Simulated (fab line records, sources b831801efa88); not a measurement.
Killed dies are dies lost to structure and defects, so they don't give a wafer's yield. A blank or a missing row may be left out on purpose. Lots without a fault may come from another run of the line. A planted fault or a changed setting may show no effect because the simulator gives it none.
fab line records | flow sky130 | part 1 of 2: steps 1 to 33 of 47
record lots=5 wafers=15 last_day=49
route steps=708 shown VT_ADJUST_LVTN@109 VT_ADJUST_NCORE@119 VT_ADJUST_HVTR@131 VT_ADJUST_PCH@143 SONOS_TUNNEL@154
lots that met no fault: from a run of the same line without faults
start_h: hours from the record's first day to the start of the lot's first wafer shown | wait_h: hours since the lot's step before | " the same as in the row above | L1.1+2: a row that stands for several wafers | - no value, or no start given | * or withheld: withheld | < > ~ a bound
route shown NAME@n: a module of which the file shows steps, and the number in the route of the first | usual: mean/standard deviation of fault-free wafers | same: alike in all rows | chamber/n: place in a boat | sites: the reading at each site | _std_site: their standard deviation | _edge_site: outer sites' mean less inner sites' | radius_mm: how far each site lies from the wafer's centre | mask NAME#n: copy n | behind: the tool/chamber that last shaped the wafer | hold: why the lot was held/for how many hours/how that ended | device: the transistor (n, p or np) that didn't switch | end of line: the same wafers' tests at the end of the route | a step without rows: its recipe alone | killed: dies lost to structure and defects at the first sort, not the wafer's yield | map: a wafer's dies, x killed, . not, _ none there
set.NAME: the setting as run; set.NAME@STEP: as run at that earlier step | model.NAME: the simulator's own value behind a step, which no gauge read
lots at some steps of the route; a table a step, a row a wafer
services: from which hour (start_h, from the record's first day; less than 0 if before it) a tool's chamber was out of use, for how many hours, and why
## steps
# step SKY_VT_ADJUST_LVTN_HMDS_12
# recipe prime_time_s=60 prime_temp_c=120
# columns lot.wafer tool chamber start_h wait_h
L078.1+2+5 litho_track-03 0 172.90 0.1
L083.1+2+3 litho_track-04 0 211.05 0.1
L086.1+4+5 litho_track-01 0 226.26 0.1
L087.1+3+4 litho_track-04 0 240.10 0.1
L089.1+4+6 litho_track-03 0 250.35 0.1
# step SKY_VT_ADJUST_LVTN_COAT_13
# recipe resist=NOVOLAK spin_rpm=3000 resist_thk_nm=1140
# usual dispense_pressure_kPa=52/3.9
# columns lot.wafer tool chamber start_h wait_h dispense_pressure_kPa
L078.1 litho_track-03 0 173.05 0.1 57
L078.2 " 0 " " 57
L078.5 " 0 " " 58
L083.1 litho_track-04 0 211.20 0.1 53
L083.2 " 0 " " 53
L083.3 " 0 " " 53
L086.1 litho_track-01 0 226.41 0.1 47
L086.4 " 0 " " 47
L086.5 " 0 " " 47
L087.1 litho_track-04 0 240.25 0.1 53
L087.3 " 0 " " 52
L087.4 " 0 " " 53
L089.1 litho_track-03 0 250.50 0.1 57
L089.4 " 0 " " 58
L089.6 " 0 " " 57
# step SKY_VT_ADJUST_LVTN_SOFTBAKE_14
# recipe temp_c=90 time_s=60 resist=NOVOLAK
# columns lot.wafer tool chamber start_h wait_h
L078.1+2+5 litho_track-03 0 173.20 0.1
L083.1+2+3 litho_track-04 0 211.35 0.1
L086.1+4+5 litho_track-01 0 226.56 0.1
L087.1+3+4 litho_track-04 0 240.40 0.1
L089.1+4+6 litho_track-03 0 250.65 0.1
# step SKY_VT_ADJUST_LVTN_EXPOSE_15
# recipe mask_id=HVN_STD_DERIVED na=0.6 source_shape=conventional sigma_outer=0.6 polarization=unpolarized target_cd_nm=600 dose_mj=163
# same na=0.6
# columns lot.wafer tool chamber start_h wait_h mask
L078.1+2+5 iline_stepper-02 0 - - HVN_STD_DERIVED#0
L083.1+2+3 iline_stepper-01 0 - - HVN_STD_DERIVED#0
L086.1+4+5 iline_stepper-01 0 - - HVN_STD_DERIVED#0
L087.1+3+4 iline_stepper-01 0 - - HVN_STD_DERIVED#0
L089.1+4+6 iline_stepper-02 0 - - HVN_STD_DERIVED#0
# step SKY_VT_ADJUST_LVTN_PEB_16
# recipe temp_c=withheld time_s=* resist=NOVOLAK
# columns lot.wafer tool chamber start_h wait_h
L078.1+2+5 litho_track-04 0 - -
L083.1+2+3 litho_track-01 0 - -
L086.1+4+5 litho_track-03 0 - -
L087.1+3+4 litho_track-03 0 - -
L089.1+4+6 litho_track-03 0 - -
# step SKY_VT_ADJUST_LVTN_DEVELOP_17
# recipe resist=NOVOLAK developer=TMAH develop_time_s=60 dev_temp_c=23
# columns lot.wafer tool chamber start_h wait_h
L078.1+2+5 litho_track-04 0 183.00 0.1
L083.1+2+3 litho_track-01 0 222.11 0.1
L086.1+4+5 litho_track-03 0 237.75 0.1
L087.1+3+4 litho_track-03 0 251.60 0.1
L089.1+4+6 litho_track-03 0 261.75 0.1
# step SKY_VT_ADJUST_LVTN_OVL_MEAS_18
# usual VT_ADJUST_LVTN_01_OVL=-0.1/1.2
# columns lot.wafer tool chamber start_h wait_h VT_ADJUST_LVTN_01_OVL[nm]
L078.1 overlay-02 - 183.15 0.1 1.1
L078.2 " - " " -0.6
L078.5 " - " " -0.6
L083.1 overlay-02 - 222.26 0.1 -1.2
L083.2 " - " " -1.6
L083.3 " - " " 0.1
L086.1 overlay-02 - 237.90 0.1 1.3
L086.4 " - " " 1.5
L086.5 " - " " 1.7
L087.1 overlay-02 - 251.75 0.1 0.8
L087.3 " - " " 0.9
L087.4 " - " " -0.6
L089.1 overlay-02 - 261.90 0.1 -0.1
L089.4 " - " " 0.4
L089.6 " - " " 0.1
# step SKY_VT_ADJUST_LVTN_IMPLANT_19
# recipe species=B energy_kev=30 dose_cm2=6.5e+11 tilt_deg=withheld
# columns lot.wafer tool chamber start_h wait_h
L078.1+2+5 implanter-03 0 183.19 0.0
L083.1+2+3 implanter-04 0 222.30 0.0
L086.1+4+5 implanter-03 0 237.94 0.0
L087.1+3+4 implanter-02 0 251.79 0.0
L089.1+4+6 implanter-03 0 261.94 0.0
# step SKY_VT_ADJUST_LVTN_STRIP_20
# recipe chemistry=O2/N2 power_w=1400 pressure_mtorr=1500 platen_temp_c=withheld o2_flow_sccm=3000 n2_flow_sccm=300 overash_fraction=0.5
# usual drypump_motor_current_A=5.49/0.16 oes_product_au=0.716/0.0046 strip_time_to_endpoint_s=14.19/0.036
# columns lot.wafer tool chamber start_h wait_h drypump_motor_current_A oes_product_au rf_hours_counter_h strip_time_to_endpoint_s
L078.1 plasma_asher-04 1 183.49 0.2 5.40 0.719 6 14.19
L078.2 " 0 " " 5.56 0.717 6 14.18
L078.5 " 1 " " 5.41 0.724 - 14.20
L083.1 plasma_asher-02 1 222.45 0.1 5.56 0.719 39 14.14
L083.2 " 0 " " 5.82 0.721 39 14.20
L083.3 " 1 " " 5.57 0.719 - 14.20
L086.1 plasma_asher-01 1 238.09 0.1 5.30 0.719 56 14.20
L086.4 " 1 " " 5.33 0.715 - 14.19
L086.5 " 0 " " 5.24 0.710 - 14.25
L087.1 plasma_asher-04 1 251.94 0.1 5.41 0.724 13 14.21
L087.3 " 1 " " 5.43 0.711 - 14.21
L087.4 " 0 " " 5.59 0.717 - 14.18
L089.1 plasma_asher-04 1 262.09 0.1 5.43 0.709 14 14.11
L089.4 " 0 " " 5.60 0.708 - 14.14
L089.6 " 0 " " 5.57 0.712 - 14.13
# step SKY_VT_ADJUST_LVTN_TW_MEAS_21
# usual VT_ADJUST_LVTN_2_TW=188.9/1.5
# columns lot.wafer tool chamber start_h wait_h VT_ADJUST_LVTN_2_TW
L078.1 film_metro-04 - 183.59 0.1 189.6
L078.2 " - " " 189.0
L078.5 " - " " 188.8
L083.1 film_metro-04 - 222.55 0.1 187.4
L083.2 " - " " 188.1
L083.3 " - " " 187.3
L086.1 film_metro-02 - 238.19 0.1 188.2
L086.4 " - " " 187.0
L086.5 " - " " 188.0
L087.1 film_metro-03 - 252.04 0.1 189.4
L087.3 " - " " 189.8
L087.4 " - " " 189.9
L089.1 film_metro-04 - 262.19 0.1 190.0
L089.4 " - " " 189.6
L089.6 " - " " 189.4
# step SKY_VT_ADJUST_NCORE_DEHYDRATE_00
# recipe temp_c=200 time_s=60
# columns lot.wafer tool chamber start_h wait_h
L078.1+2+5 litho_track-03 0 193.55 10.0
L083.1+2+3 litho_track-01 0 233.36 10.8
L086.1+4+5 litho_track-01 0 248.86 10.7
L087.1+3+4 litho_track-01 0 263.11 11.1
L089.1+4+6 litho_track-02 0 273.81 11.6
# step SKY_VT_ADJUST_NCORE_HMDS_01
# recipe prime_time_s=60 prime_temp_c=120
# columns lot.wafer tool chamber start_h wait_h
L078.1+2+5 litho_track-03 0 193.70 0.1
L083.1+2+3 litho_track-01 0 233.51 0.1
L086.1+4+5 litho_track-01 0 249.01 0.1
L087.1+3+4 litho_track-01 0 263.26 0.1
L089.1+4+6 litho_track-02 0 273.96 0.1
# step SKY_VT_ADJUST_NCORE_COAT_02
# recipe resist=NOVOLAK spin_rpm=3000 resist_thk_nm=1140
# usual dispense_pressure_kPa=51/5.1
# columns lot.wafer tool chamber start_h wait_h dispense_pressure_kPa
L078.1 litho_track-03 0 193.85 0.1 57
L078.2 " 0 " " 57
L078.5 " 0 " " 58
L083.1 litho_track-01 0 233.66 0.1 47
L083.2 " 0 " " 47
L083.3 " 0 " " 47
L086.1 litho_track-01 0 249.16 0.1 47
L086.4 " 0 " " 47
L086.5 " 0 " " 47
L087.1 litho_track-01 0 263.41 0.1 47
L087.3 " 0 " " 47
L087.4 " 0 " " 47
L089.1 litho_track-02 0 274.11 0.1 47
L089.4 " 0 " " 47
L089.6 " 0 " " 47
# step SKY_VT_ADJUST_NCORE_SOFTBAKE_03
# recipe temp_c=90 time_s=60 resist=NOVOLAK
# columns lot.wafer tool chamber start_h wait_h
L078.1+2+5 litho_track-03 0 194.00 0.1
L083.1+2+3 litho_track-01 0 233.81 0.1
L086.1+4+5 litho_track-01 0 249.31 0.1
L087.1+3+4 litho_track-01 0 263.56 0.1
L089.1+4+6 litho_track-02 0 274.26 0.1
# step SKY_VT_ADJUST_NCORE_EXPOSE_04
# recipe mask_id=LVTN_COMPLEMENT_THIN na=0.6 source_shape=conventional sigma_outer=0.6 polarization=unpolarized target_cd_nm=380 dose_mj=139
# same na=0.6
# columns lot.wafer tool chamber start_h wait_h mask
L078.1+2+5 iline_stepper-02 0 - - LVTN_COMPLEMENT_THIN#0
L083.1+2+3 iline_stepper-01 0 - - LVTN_COMPLEMENT_THIN#0
L086.1+4+5 iline_stepper-01 0 - - LVTN_COMPLEMENT_THIN#0
L087.1+3+4 iline_stepper-01 0 - - LVTN_COMPLEMENT_THIN#0
L089.1+4+6 iline_stepper-01 0 - - LVTN_COMPLEMENT_THIN#0
# step SKY_VT_ADJUST_NCORE_PEB_05
# recipe temp_c=withheld time_s=* resist=NOVOLAK
# columns lot.wafer tool chamber start_h wait_h
L078.1+2+5 litho_track-02 0 - -
L083.1+2+3 litho_track-01 0 - -
L086.1+4+5 litho_track-02 0 - -
L087.1+3+4 litho_track-01 0 - -
L089.1+4+6 litho_track-02 0 - -
# step SKY_VT_ADJUST_NCORE_DEVELOP_06
# recipe resist=NOVOLAK developer=TMAH develop_time_s=60 dev_temp_c=23
# columns lot.wafer tool chamber start_h wait_h
L078.1+2+5 litho_track-02 0 204.76 0.1
L083.1+2+3 litho_track-01 0 244.76 0.1
L086.1+4+5 litho_track-02 0 259.91 0.1
L087.1+3+4 litho_track-01 0 275.51 0.1
L089.1+4+6 litho_track-02 0 286.21 0.1
# step SKY_VT_ADJUST_NCORE_CD_MEAS_07
# recipe target_cd_nm=380
# usual cd_nm=379.3/2.6
# columns lot.wafer tool chamber start_h wait_h cd_nm
L078.1 cd_sem-02 - 204.91 0.1 379.7
L078.2 " - " " 378.8
L078.5 " - " " 376.0
L083.1 cd_sem-01 - 244.91 0.1 377.2
L083.2 " - " " 377.0
L083.3 " - " " 376.5
L086.1 cd_sem-01 - 260.06 0.1 383.9
L086.4 " - " " 381.7
L086.5 " - " " 381.2
L087.1 cd_sem-01 - 275.66 0.1 378.4
L087.3 " - " " 380.9
L087.4 " - " " 380.6
L089.1 cd_sem-02 - 286.36 0.1 374.4
L089.4 " - " " 374.4
L089.6 " - " " 372.8
# step SKY_VT_ADJUST_NCORE_OVL_MEAS_08
# usual VT_ADJUST_NCORE_OVL=0.6/1.4
# columns lot.wafer tool chamber start_h wait_h VT_ADJUST_NCORE_OVL[nm]
L078.1 overlay-01 - 205.03 0.1 0.5
L078.2 " - " " 0.2
L078.5 " - " " 0.7
L083.1 overlay-01 - 245.03 0.1 0.2
L083.2 " - " " 1.4
L083.3 " - " " 1.6
L086.1 overlay-02 - 260.18 0.1 0.7
L086.4 " - " " -1.6
L086.5 " - " " -0.3
L087.1 overlay-02 - 275.78 0.1 0.3
L087.3 " - " " 1.4
L087.4 " - " " 1.3
L089.1 overlay-02 - 286.48 0.1 -0.2
L089.4 " - " " 0.5
L089.6 " - " " -0.5
# step SKY_VT_ADJUST_NCORE_IMPLANT_09
# recipe species=B energy_kev=10 dose_cm2=2.4e+12 tilt_deg=withheld
# columns lot.wafer tool chamber start_h wait_h
L078.1+2+5 implanter-03 0 205.07 0.0
L083.1+2+3 implanter-02 0 245.07 0.0
L086.1+4+5 implanter-03 0 260.22 0.0
L087.1+3+4 implanter-03 0 275.82 0.0
L089.1+4+6 implanter-02 0 286.52 0.0
# step SKY_VT_ADJUST_NCORE_STRIP_10
# recipe chemistry=O2/N2 power_w=1400 pressure_mtorr=1500 platen_temp_c=withheld o2_flow_sccm=3000 n2_flow_sccm=300 overash_fraction=0.5
# usual drypump_motor_current_A=5.4/0.33 oes_product_au=0.716/0.0051 strip_time_to_endpoint_s=14.19/0.046
# columns lot.wafer tool chamber start_h wait_h drypump_motor_current_A oes_product_au rf_hours_counter_h strip_time_to_endpoint_s
L078.1 plasma_asher-01 0 205.22 0.1 5.2 0.714 53 14.18
L078.2 " 1 " " 5.4 0.715 53 14.18
L078.5 " 0 " " 5.3 0.724 - 14.21
L083.1 plasma_asher-04 0 245.22 0.1 5.6 0.713 12 14.21
L083.2 " 1 " " 5.4 0.725 12 14.19
L083.3 " 1 " " 5.4 0.712 - 14.19
L086.1 plasma_asher-03 0 260.37 0.1 4.8 0.706 59 14.13
L086.4 " 1 " " 5.9 0.722 - 14.14
L086.5 " 0 " " 4.8 0.716 - 14.18
L087.1 plasma_asher-04 0 275.97 0.1 5.6 0.711 16 14.25
L087.3 " 1 " " 5.4 0.724 - 14.28
L087.4 " 0 " " 5.6 0.710 - 14.23
L089.1 plasma_asher-01 0 286.67 0.1 5.3 0.715 59 14.27
L089.4 " 1 " " 5.3 0.725 - 14.26
L089.6 " 1 " " 5.3 0.715 - 14.25
# step SKY_VT_ADJUST_NCORE_TW_MEAS_11
# usual VT_ADJUST_NCORE_TW=220.1/1.6
# columns lot.wafer tool chamber start_h wait_h VT_ADJUST_NCORE_TW
L078.1 film_metro-03 - 205.32 0.1 223.2
L078.2 " - " " 223.3
L078.5 " - " " 223.1
L083.1 film_metro-01 - 245.32 0.1 220.5
L083.2 " - " " 221.4
L083.3 " - " " 221.1
L086.1 film_metro-01 - 260.47 0.1 221.7
L086.4 " - " " 219.6
L086.5 " - " " 221.6
L087.1 film_metro-01 - 276.07 0.1 221.5
L087.3 " - " " 220.4
L087.4 " - " " 220.3
L089.1 film_metro-03 - 286.77 0.1 221.3
L089.4 " - " " 220.1
L089.6 " - " " 221.9
# step SKY_VT_ADJUST_HVTR_DEHYDRATE_00
# recipe temp_c=200 time_s=60
# columns lot.wafer tool chamber start_h wait_h
L078.1+2+5 litho_track-02 0 215.46 10.1
L083.1+2+3 litho_track-02 0 256.31 11.0
L086.1+4+5 litho_track-02 0 272.11 11.6
L087.1+3+4 litho_track-02 0 287.76 11.7
L089.1+4+6 litho_track-01 0 299.31 12.5
# step SKY_VT_ADJUST_HVTR_HMDS_01
# recipe prime_time_s=60 prime_temp_c=120
# columns lot.wafer tool chamber start_h wait_h
L078.1+2+5 litho_track-02 0 215.61 0.1
L083.1+2+3 litho_track-02 0 256.46 0.1
L086.1+4+5 litho_track-02 0 272.26 0.1
L087.1+3+4 litho_track-02 0 287.91 0.1
L089.1+4+6 litho_track-01 0 299.46 0.1
# step SKY_VT_ADJUST_HVTR_COAT_02
# recipe resist=NOVOLAK spin_rpm=3000 resist_thk_nm=1140
# usual dispense_pressure_kPa=48.2/2.2
# columns lot.wafer tool chamber start_h wait_h dispense_pressure_kPa
L078.1 litho_track-02 0 215.76 0.1 46.8
L078.2 " 0 " " 46.7
L078.5 " 0 " " 46.7
L083.1 litho_track-02 0 256.61 0.1 46.7
L083.2 " 0 " " 46.8
L083.3 " 0 " " 46.8
L086.1 litho_track-02 0 272.41 0.1 46.8
L086.4 " 0 " " 46.7
L086.5 " 0 " " 46.8
L087.1 litho_track-02 0 288.06 0.1 46.8
L087.3 " 0 " " 46.8
L087.4 " 0 " " 46.8
L089.1 litho_track-01 0 299.61 0.1 47.3
L089.4 " 0 " " 47.3
L089.6 " 0 " " 47.3
# step SKY_VT_ADJUST_HVTR_SOFTBAKE_03
# recipe temp_c=90 time_s=60 resist=NOVOLAK
# columns lot.wafer tool chamber start_h wait_h
L078.1+2+5 litho_track-02 0 215.91 0.1
L083.1+2+3 litho_track-02 0 256.76 0.1
L086.1+4+5 litho_track-02 0 272.56 0.1
L087.1+3+4 litho_track-02 0 288.21 0.1
L089.1+4+6 litho_track-01 0 299.76 0.1
# step SKY_VT_ADJUST_HVTR_EXPOSE_04
# recipe mask_id=HVTRM target_cd_nm=380 na=0.6 source_shape=conventional sigma_outer=0.6 dose_mj=150
# same na=0.6
# columns lot.wafer tool chamber start_h wait_h mask
L078.1+2+5 iline_stepper-02 0 - - HVTRM#0
L083.1+2+3 iline_stepper-02 0 - - HVTRM#0
L086.1+4+5 iline_stepper-01 0 - - HVTRM#0
L087.1+3+4 iline_stepper-01 0 - - HVTRM#0
L089.1+4+6 iline_stepper-02 0 - - HVTRM#0
# step SKY_VT_ADJUST_HVTR_PEB_05
# recipe temp_c=withheld time_s=* resist=NOVOLAK
# columns lot.wafer tool chamber start_h wait_h
L078.1+2+5 litho_track-02 0 - -
L083.1+2+3 litho_track-02 0 - -
L086.1+4+5 litho_track-04 0 - -
L087.1+3+4 litho_track-04 0 - -
L089.1+4+6 litho_track-02 0 - -
# step SKY_VT_ADJUST_HVTR_DEVELOP_06
# recipe develop_time_s=60 dev_temp_c=23
# columns lot.wafer tool chamber start_h wait_h
L078.1+2+5 litho_track-02 0 226.31 0.1
L083.1+2+3 litho_track-02 0 268.41 0.1
L086.1+4+5 litho_track-04 0 284.65 0.1
L087.1+3+4 litho_track-04 0 300.90 0.1
L089.1+4+6 litho_track-02 0 312.01 0.1
# step SKY_VT_ADJUST_HVTR_CD_MEAS_07
# recipe target_cd_nm=380
# usual cd_nm=380.2/2.6
# columns lot.wafer tool chamber start_h wait_h cd_nm
L078.1 cd_sem-02 - 226.46 0.1 378.3
L078.2 " - " " 380.3
L078.5 " - " " 382.2
L083.1 cd_sem-02 - 268.56 0.1 383.1
L083.2 " - " " 382.5
L083.3 " - " " 385.5
L086.1 cd_sem-01 - 284.80 0.1 378.7
L086.4 " - " " 377.7
L086.5 " - " " 377.0
L087.1 cd_sem-01 - 301.05 0.1 382.3
L087.3 " - " " 383.8
L087.4 " - " " 381.2
L089.1 cd_sem-01 - 312.16 0.1 382.7
L089.4 " - " " 381.1
L089.6 " - " " 379.8
# step SKY_VT_ADJUST_HVTR_OVL_MEAS_08
# usual VT_ADJUST_HVTR_OVL=-0.1/1.3
# columns lot.wafer tool chamber start_h wait_h VT_ADJUST_HVTR_OVL[nm]
L078.1 overlay-01 - 226.58 0.1 -0.7
L078.2 " - " " -1.1
L078.5 " - " " 0.5
L083.1 overlay-02 - 268.68 0.1 -0.6
L083.2 " - " " -2.0
L083.3 " - " " 0.5
L086.1 overlay-01 - 284.92 0.1 0.6
L086.4 " - " " 0.2
L086.5 " - " " -1.1
L087.1 overlay-02 - 301.17 0.1 -2.2
L087.3 " - " " -1.0
L087.4 " - " " -2.1
L089.1 overlay-02 - 312.28 0.1 1.1
L089.4 " - " " -0.2
L089.6 " - " " 1.1
# step SKY_VT_ADJUST_HVTR_IMPLANT_09
# recipe species=B energy_kev=10 dose_cm2=2.1e+12 tilt_deg=withheld
# columns lot.wafer tool chamber start_h wait_h
L078.1+2+5 implanter-03 0 226.62 0.0
L083.1+2+3 implanter-03 0 268.72 0.0
L086.1+4+5 implanter-04 0 284.96 0.0
L087.1+3+4 implanter-01 0 301.21 0.0
L089.1+4+6 implanter-03 0 312.32 0.0
# step SKY_VT_ADJUST_HVTR_STRIP_10
# recipe chemistry=O2/N2 power_w=1400 pressure_mtorr=1500 platen_temp_c=withheld o2_flow_sccm=3000 n2_flow_sccm=300 overash_fraction=0.5
# usual drypump_motor_current_A=5.5/0.3 oes_product_au=0.716/0.0043 strip_time_to_endpoint_s=14.19/0.045
# columns lot.wafer tool chamber start_h wait_h drypump_motor_current_A oes_product_au rf_hours_counter_h strip_time_to_endpoint_s
L078.1 plasma_asher-02 1 226.77 0.1 5.5 0.708 40 14.20
L078.2 " 0 " " 5.8 0.719 40 14.18
L078.5 " 1 " " 5.5 0.715 - 14.20
L083.1 plasma_asher-03 1 268.87 0.1 5.8 0.722 60 14.19
L083.2 " 0 " " 4.8 0.712 60 14.21
L083.3 " 1 " " 5.8 0.716 - 14.15
L086.1 plasma_asher-04 0 285.11 0.1 5.6 0.716 17 14.22
L086.4 " 0 " " 5.6 0.719 - 14.23
L086.5 " 1 " " 5.4 0.715 - 14.23
L087.1 plasma_asher-04 0 301.36 0.1 5.6 0.719 18 14.16
L087.3 " 0 " " 5.6 0.707 - 14.15
L087.4 " 1 " " 5.4 0.717 - 14.15
L089.1 plasma_asher-04 0 312.47 0.1 5.6 0.717 20 14.19
L089.4 " 1 " " 5.4 0.712 - 14.11
L089.6 " 0 " " 5.6 0.716 - 14.18
